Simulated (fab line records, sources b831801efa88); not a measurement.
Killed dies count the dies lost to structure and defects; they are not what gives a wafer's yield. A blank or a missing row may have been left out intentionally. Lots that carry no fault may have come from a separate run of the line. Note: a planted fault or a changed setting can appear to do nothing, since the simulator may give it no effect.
fab line records | flow sky130
record: lots: 5 | wafers: 15 | last_day: 50
route steps=708 shown FIELD_ISO@9 NWELL@32 DNWELL@35 PWDE@45 PAD_OPEN@708
lots that met no fault: from a run of the same line without faults
start_h: start of the lot's first displayed wafer, in hours after the record's first day | wait_h: hours since the lot's step before | " unchanged from the row above | L1.1+2: a single row standing in for several wafers | - no value present, or no start provided | * or withheld: withheld | < > ~ a bound
route shown NAME@n: NAME is a module with steps in the file, n the number in the route of the first one | usual: mean/standard deviation taken from wafers without a fault | same: alike in all rows | chamber/n: place in a boat | sites: readings site by site | _std_site: the values' standard deviation | _edge_site: outer sites' mean less inner sites' | radius_mm: how far each site lies from the wafer's centre | mask NAME#n: copy n | behind: tool/chamber where the wafer was last shaped | hold: why the lot was held/for how many hours/how that ended | device: whichever transistor did not switch (one of n, p or np) | end of line: tests run on the same wafers once the route is complete | where a step has no rows: the recipe by itself | killed: dies that structure and defects cost at the first sort, which is not the same as the wafer's yield | map: the dies of a wafer, with x for killed, . for not killed, _ for no die there
set.NAME: the setting the step ran with; set.NAME@STEP: the setting that earlier step ran with | model.NAME: the simulator's own value behind a step, which no gauge read
certain route steps with their lots: each step a table, each wafer a row
services: the hour from which a tool's chamber was out of use, counted from the record's first day as start_h (under 0 if before that day), plus the number of hours and why
== steps ==
step: SKY_FIELD_ISO_COAT_08
recipe: resist: KrF-thick | spin_rpm: 3000 | resist_thk_nm: 450
step: SKY_FIELD_ISO_SOFTBAKE_09
recipe: temp_c: 100 | time_s: 90 | resist: KrF-thick
step: SKY_FIELD_ISO_EXPOSE_10
recipe: mask_id: FOM | na: 0.68 | source_shape: annular | sigma_inner: 0.4 | sigma_outer: 0.8 | target_cd_nm: 150 | dose_mj: 28
step: SKY_FIELD_ISO_PEB_11
recipe: peb_temp_c: withheld | peb_time_s: withheld | resist: KrF-thick
step: SKY_FIELD_ISO_DEVELOP_12
recipe: develop_time_s: 60 | resist: KrF-thick | dev_temp_c: 21
step: SKY_FIELD_ISO_ETCH_14
recipe: chemistry: N2/H2 | target: BARC | ion_energy_ev: 200 | source_w: 500 | bias_w: 100 | pressure_mtorr: 30 | n2_flow_sccm: 100 | h2_flow_sccm: 200 | stop_on: SiO2 | time_s: 45.9 | target_depth_a: 600
step: SKY_FIELD_ISO_ETCH_15
recipe: chemistry: CHF3/O2 | target_depth_nm: 180 | stop_on: Si | source_w: 600 | bias_w: 200 | pressure_mtorr: 40 | chf3_flow_sccm: 50 | O2_flow_sccm: 5 | time_s: 72
step: SKY_FIELD_ISO_STRIP_16
recipe: chemistry: O2/N2 | power_w: 1400 | pressure_mtorr: 1500 | platen_temp_c: withheld | o2_flow_sccm: 3000 | n2_flow_sccm: 300 | overash_fraction: 0.5
step: SKY_FIELD_ISO_ETCH_17
recipe: target_depth_a: 3420 | mask_material: Si3N4 | chemistry: HBr/Cl2/O2 | target: Si | taper_deg: 5 | icp_w: 600 | bias_w: 150 | pressure_mtorr: 15 | HBr_flow_sccm: 150 | Cl2_flow_sccm: 40 | O2_flow_sccm: 6 | time_s: 97.7
step: SKY_FIELD_ISO_WET_ETCH_18
recipe: chemistry: H3PO4 | target_depth_nm: 25 | temp_c: 160 | target: Si3N4 | time_s: 286
step: SKY_FIELD_ISO_CLEAN_19
recipe: chemistry: SC1/SC2 | mix: 1:4:20 | temp_c: 70 | time_s: 150
step: SKY_FIELD_ISO_CLEAN_20
recipe: chemistry: dHF | time_s: 20 | dilution: 100:1
lot.wafer  | tool         | chamber | start_h | wait_h
L908.3+4+6 | wet_bench-04 | 3       | 41.42   | 0.0
L910.2+4+5 | wet_bench-04 | 3       | 51.27   | 0.0
L913.2+3+4 | wet_bench-04 | 1       | 65.73   | 0.0
L914.2+3+5 | wet_bench-04 | 2       | 71.73   | 0.0
L929.2+5+6 | wet_bench-04 | 0       | 151.22  | 0.0
step: SKY_FIELD_ISO_WET_ETCH_21
recipe: chemistry: dHF | dilution: 100:1 | target_depth_nm: 20 | dry: ipa_marangoni | target: SiO2 | temp_c: 25 | time_s: 400
step: SKY_FIELD_ISO_OXIDATION_22
recipe: temp_c: 950 | ambient: O2 | stabilise_s: 600 | purge_s: 300 | target_thk_a: 100 | ox_time_s: 623
step: SKY_FIELD_ISO_CVD_24
recipe: material: SiO2 | target_thk_nm: 595 | temp_c: 650 | sigma_open_frac: 0.3 | time_s: 99.2 | sih4_flow_sccm: 60 | pressure_mtorr: 6
step: SKY_FIELD_ISO_ANNEAL_26
recipe: temp_c: 1000 | time_s: 1800 | ambient: N2
step: SKY_FIELD_ISO_CMP_27
recipe: stop_on: Si3N4 | t_overpolish_s: 16 | down_force_psi: 4 | platen_rpm: 60 | target_thk_nm: 457.8 | pad_velocity_m_s: 0.94248
step: SKY_FIELD_ISO_WET_ETCH_28
recipe: chemistry: dHF | target_depth_nm: 23.7 | target: SiO2 | dilution: 10:1 | temp_c: 25 | time_s: 47
step: SKY_FIELD_ISO_WET_ETCH_29
recipe: chemistry: H3PO4 | target_depth_nm: 160 | target: Si3N4 | temp_c: 160 | time_s: 1825
step: SKY_FIELD_ISO_WET_ETCH_30
recipe: chemistry: dHF | target_depth_nm: 25 | target: SiO2 | dilution: 10:1 | temp_c: 25 | time_s: 50
step: SKY_NWELL_CLEAN_00
recipe: chemistry: SC1/SC2 | mix: 1:4:20 | temp_c: 70 | time_s: 150 | dry: n2_spin
step: SKY_NWELL_OXIDATION_01
recipe: temp_c: 900 | ambient: O2 | stabilise_s: 600 | purge_s: 300 | target_thk_a: 100 | ox_time_s: 1418
step: SKY_DNWELL_DEHYDRATE_00
recipe: temp_c: 200 | time_s: 60
step: SKY_DNWELL_HMDS_01
recipe: prime_time_s: 60 | prime_temp_c: 120
step: SKY_DNWELL_COAT_02
recipe: spin_rpm: 2000 | resist_thk_nm: 3000
step: SKY_DNWELL_SOFTBAKE_03
recipe: temp_c: 110 | time_s: withheld
step: SKY_DNWELL_EXPOSE_04
recipe: mask_id: DNM | na: 0.57 | target_cd_nm: 3000 | dose_mj: 222
step: SKY_DNWELL_PEB_05
recipe: temp_c: 115 | time_s: withheld
step: SKY_DNWELL_DEVELOP_06
recipe: wall_angle_deg: 90 | developer: TMAH | develop_time_s: 60 | dev_temp_c: 23
step: SKY_DNWELL_IMPLANT_07
recipe: species: P | energy_kev: withheld | dose_cm2: withheld | tilt_deg: withheld
step: SKY_DNWELL_STRIP_08
recipe: chemistry: O2/N2 | power_w: 1400 | pressure_mtorr: 1500 | platen_temp_c: withheld | o2_flow_sccm: 3000 | n2_flow_sccm: 300 | overash_fraction: 0.5
step: SKY_PWDE_DEHYDRATE_00
recipe: temp_c: 200 | time_s: 60
step: SKY_PWDE_HMDS_01
recipe: prime_time_s: 60 | prime_temp_c: 120
step: SKY_PWDE_COAT_02
recipe: spin_rpm: 2000 | resist_thk_nm: 3000
step: SKY_PWDE_SOFTBAKE_03
recipe: temp_c: 110 | time_s: withheld
step: SKY_PWDE_EXPOSE_04
recipe: mask_id: PWDEM | na: 0.6 | source_shape: conventional | sigma_outer: 0.6 | polarization: unpolarized | target_cd_nm: 840 | dose_mj: 214
step: SKY_PWDE_PEB_05
recipe: temp_c: 115 | time_s: withheld
step: SKY_PAD_OPEN_PROBE_99
usual: killed_at_M0_to_M3: 42/7.6 | killed_at_M4_up: 2.9/1.7 | killed_at_contacts: 24/5.1 | killed_at_front_end: 15/4 | killed_at_other: 0.2/0.38 | killed_dies: 84/9.9 | killed_open: 46/7.2 | killed_short: 38/6.6
same: gross_dies: 492 | killed_at_back_side: 0
lot.wafer | tool      | chamber | start_h | wait_h | hold                     | killed_at_M0_to_M3 | killed_at_M4_up | killed_at_contacts | killed_at_front_end | killed_at_other | killed_dies | killed_open | killed_short
L908.3    | prober-02 | -       | 1091.76 | 0.2    | -                        | 39                 | 0               | 31                 | 16                  | 0               | 86          | 44          | 42
L908.4    | prober-02 | -       | 1091.81 | 0.2    | -                        | 42                 | 3               | 29                 | 18                  | 0               | 92          | 48          | 44
L908.6    | prober-02 | -       | 1091.91 | 0.2    | -                        | 45                 | 1               | 22                 | 15                  | 0               | 83          | 48          | 35
L910.2    | prober-02 | -       | 1102.04 | 0.1    | await_dispo/1.8h/release | 38                 | 3               | 18                 | 59                  | 0               | 118         | 38          | 36
L910.4    | prober-02 | -       | 1102.14 | 0.2    | await_dispo/1.8h/release | 46                 | 3               | 22                 | 58                  | 0               | 129         | 47          | 43
L910.5    | prober-02 | -       | 1102.19 | 0.2    | await_dispo/1.8h/release | 34                 | 2               | 25                 | 57                  | 0               | 118         | 41          | 37
L913.2    | prober-01 | -       | 1120.35 | 0.1    | await_dispo/3.5h/release | 35                 | 5               | 15                 | 72                  | 1               | 128         | 32          | 32
L913.3    | prober-01 | -       | 1120.40 | 0.2    | await_dispo/3.5h/release | 28                 | 1               | 19                 | 76                  | 0               | 124         | 30          | 29
L913.4    | prober-01 | -       | 1120.45 | 0.2    | await_dispo/3.5h/release | 43                 | 4               | 18                 | 75                  | 0               | 140         | 41          | 35
L914.2    | prober-02 | -       | 1131.11 | 0.1    | await_dispo/2.4h/release | 44                 | 5               | 21                 | 79                  | 0               | 149         | 49          | 32
L914.3    | prober-02 | -       | 1131.16 | 0.2    | await_dispo/2.4h/release | 31                 | 3               | 19                 | 75                  | 0               | 128         | 32          | 30
L914.5    | prober-02 | -       | 1131.26 | 0.2    | await_dispo/2.4h/release | 40                 | 2               | 14                 | 70                  | 0               | 126         | 43          | 29
L929.2    | prober-01 | -       | 1203.91 | 0.1    | -                        | 50                 | 0               | 21                 | 13                  | 0               | 84          | 46          | 38
L929.5    | prober-01 | -       | 1204.06 | 0.2    | -                        | 33                 | 2               | 26                 | 11                  | 0               | 72          | 40          | 32
L929.6    | prober-01 | -       | 1204.11 | 0.2    | -                        | 43                 | 4               | 17                 | 12                  | 0               | 76          | 36          | 40
killed by level:class
L908.3 CONTACT:geometric_particle:open=10 LI_CONTACT:geometric_particle:open=8 FIELD_ISO:geometric_particle:short=7 CONTACT:geometric_particle:short=7 VIA1:geometric_particle:open=7 METAL2:geometric_particle:short=6 FIELD_ISO:geometric_particle:open=5 VIA2:geometric_particle:open=5
L908.4 LI_CONTACT:geometric_particle:open=9 VIA1:geometric_particle:short=8 CONTACT:geometric_particle:open=7 LOCAL_INTERCONNECT:geometric_particle:short=6 METAL1:geometric_particle:short=6 VIA2:geometric_particle:open=6 FIELD_ISO:geometric_particle:short=5 VIA1:geometric_particle:open=5
L908.6 CONTACT:geometric_particle:open=9 VIA1:geometric_particle:open=9 METAL2:geometric_particle:short=7 VIA3:geometric_particle:open=7 VIA2:geometric_particle:open=5 LI_CONTACT:geometric_particle:short=4 LI_CONTACT:geometric_particle:open=4 VIA2:geometric_particle:short=4
L910.2 FIELD_ISO:unspecified=44 VIA1:geometric_particle:open=8 CONTACT:geometric_particle:open=6 VIA1:geometric_particle:short=6 METAL1:geometric_particle:short=5 METAL2:geometric_particle:short=5 VIA3:geometric_particle:open=5 FIELD_ISO:geometric_particle:short=4
L910.4 FIELD_ISO:unspecified=39 VIA1:geometric_particle:open=13 CONTACT:geometric_particle:open=7 VIA3:geometric_particle:open=6 LOCAL_INTERCONNECT:geometric_particle:short=6 METAL1:geometric_particle:short=6 METAL2:geometric_particle:short=6 FIELD_ISO:geometric_particle:open=5
L910.5 FIELD_ISO:unspecified=40 VIA1:geometric_particle:open=12 CONTACT:geometric_particle:open=10 METAL1:geometric_particle:short=9 FIELD_ISO:geometric_particle:short=5 POLY_GATE:geometric_particle:open=5 LOCAL_INTERCONNECT:geometric_particle:short=5 LI_CONTACT:geometric_particle:short=4
L913.2 FIELD_ISO:unspecified=64 VIA1:geometric_particle:open=10 METAL1:geometric_particle:short=7 LI_CONTACT:geometric_particle:open=5 CONTACT:geometric_particle:open=4 METAL3:geometric_particle:short=4 FIELD_ISO:geometric_particle:short=3 LOCAL_INTERCONNECT:geometric_particle:short=3
L913.3 FIELD_ISO:unspecified=65 LI_CONTACT:geometric_particle:open=7 CONTACT:geometric_particle:short=6 CONTACT:geometric_particle:open=5 VIA2:geometric_particle:short=5 METAL1:geometric_particle:short=4 VIA2:geometric_particle:open=4 VIA3:geometric_particle:open=4
L913.4 FIELD_ISO:unspecified=64 VIA1:geometric_particle:open=11 METAL1:geometric_particle:short=7 CONTACT:geometric_particle:open=6 VIA1:geometric_particle:short=6 LI_CONTACT:geometric_particle:open=5 METAL2:geometric_particle:short=5 FIELD_ISO:geometric_particle:open=4
L914.2 FIELD_ISO:unspecified=68 CONTACT:geometric_particle:open=12 VIA1:geometric_particle:open=11 VIA2:geometric_particle:open=8 VIA3:geometric_particle:open=8 CONTACT:geometric_particle:short=6 METAL2:geometric_particle:short=5 POLY_GATE:geometric_particle:short=4
L914.3 FIELD_ISO:unspecified=66 VIA1:geometric_particle:open=10 CONTACT:geometric_particle:open=6 VIA2:geometric_particle:open=5 LI_CONTACT:geometric_particle:open=4 CONTACT:geometric_particle:short=4 METAL1:geometric_particle:short=4 FIELD_ISO:geometric_particle:short=3
L914.5 FIELD_ISO:unspecified=54 VIA1:geometric_particle:open=13 VIA3:geometric_particle:open=7 FIELD_ISO:geometric_particle:open=5 LOCAL_INTERCONNECT:geometric_particle:short=5 VIA2:geometric_particle:short=5 POLY_GATE:geometric_particle:short=4 LI_CONTACT:geometric_particle:open=4
L929.2 VIA1:geometric_particle:open=15 METAL1:geometric_particle:short=8 LI_CONTACT:geometric_particle:open=6 METAL2:geometric_particle:short=6 VIA2:geometric_particle:open=6 FIELD_ISO:geometric_particle:open=5 LOCAL_INTERCONNECT:geometric_particle:short=5 VIA3:geometric_particle:open=5
L929.5 VIA1:geometric_particle:open=8 LI_CONTACT:geometric_particle:open=7 CONTACT:geometric_particle:open=7 LOCAL_INTERCONNECT:geometric_particle:short=6 VIA2:geometric_particle:open=5 VIA3:geometric_particle:open=5 POLY_GATE:geometric_particle:open=4 POLY_GATE:geometric_particle:short=4
L929.6 VIA1:geometric_particle:open=10 METAL1:geometric_particle:short=7 LI_CONTACT:geometric_particle:open=6 VIA1:geometric_particle:short=6 VIA2:geometric_particle:short=6 CONTACT:geometric_particle:open=5 LOCAL_INTERCONNECT:geometric_particle:short=4 METAL2:geometric_particle:short=4
map L910.4 (x killed, . not)
__________.........._________
________xxxx......x.xx_______
______x....x......x...xx_____
_____.......x..........xx____
____............x.....x...___
___.....x.x...............x__
__..x..x....xx........x....._
_.....x.xx.....xx....xx.xx.xx
_........xx..........x.xxx.xx
_..x..xx.....x...xxxx...xxxxx
_......x.........xx...xxxxxxx
_..x......x.....x...x..xxxxxx
_......x.x....x.x..x...xxxxxx
_.x......x......x...x...xxxxx
_x...........xx.x..xx.x.xxxxx
__x.x..x.x..........x.....x._
___..x.....x.......xx......__
____.x...........x...x....___
_____....................____
______...xx.......x....._____
________x.....x.x...x._______
__________.........._________
map L913.4 (x killed, . not)
__________...x...x.._________
________.........xx..._______
______xx...x............_____
_____x.xx...........xx...____
____..x.....x..x..........___
___.....xxx.....xx........x__
__...x.....xx.x.xx.x......x._
_..........x..xx...xx........
_........xxxxxx...x..........
_.x...x.xxxxxxxxx..x.......x.
_..x....xxxxxxxxxx.....x.....
_.......xxxxxxxxxx...........
_x......xxxxxxxxx.x....xxx...
_..x.....xxxxxxxxxx.......x.x
_......x..xxxxxx........x.x..
__.....x..x..x.x..x.......x._
___....x.x...x...x.....x...__
____.......x....x.xxxxx..x___
_____............x.......____
______..xx..x.....xx...._____
________.............._______
__________x...x...x._________
== services ==
tool         | chamber | start_h | hours | kind
wet_bench-04 | -       | 115.52  | 26.2  | pm
== key ==
first_sign: step: SKY_PAD_OPEN_PROBE_99 | reading: killed_at_front_end | direction: up | sigmas: 14 | usual: 15 | struck: 69
effect: step: SKY_PAD_OPEN_PROBE_99 | reading: killed_dies | direction: up | sigmas: 4.6 | usual: 84 | struck: 129
met_at SKY_FIELD_ISO_CLEAN_20
struck_wafers L910.2,L910.4,L910.5,L913.2,L913.3,L913.4,L914.2,L914.3,L914.5
tester_left_out L910,L913,L914
onset_between 41.42 51.27
fault: kind: chamber_particle_source | tool: wet_bench-04 | chamber: - | onset_h: 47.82 | steps: SKY_FIELD_ISO_CLEAN_20 | rate_per_visit_cm2: 1.4148 | end_h: 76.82
tester_left_out: of these lots the tester's yield and bins aren't shown, on N5 and GAA mostly nor the transistor test; their killed dies are dies lost to structure and defects alone, not to doping, threshold or leakage, so they don't give the yield
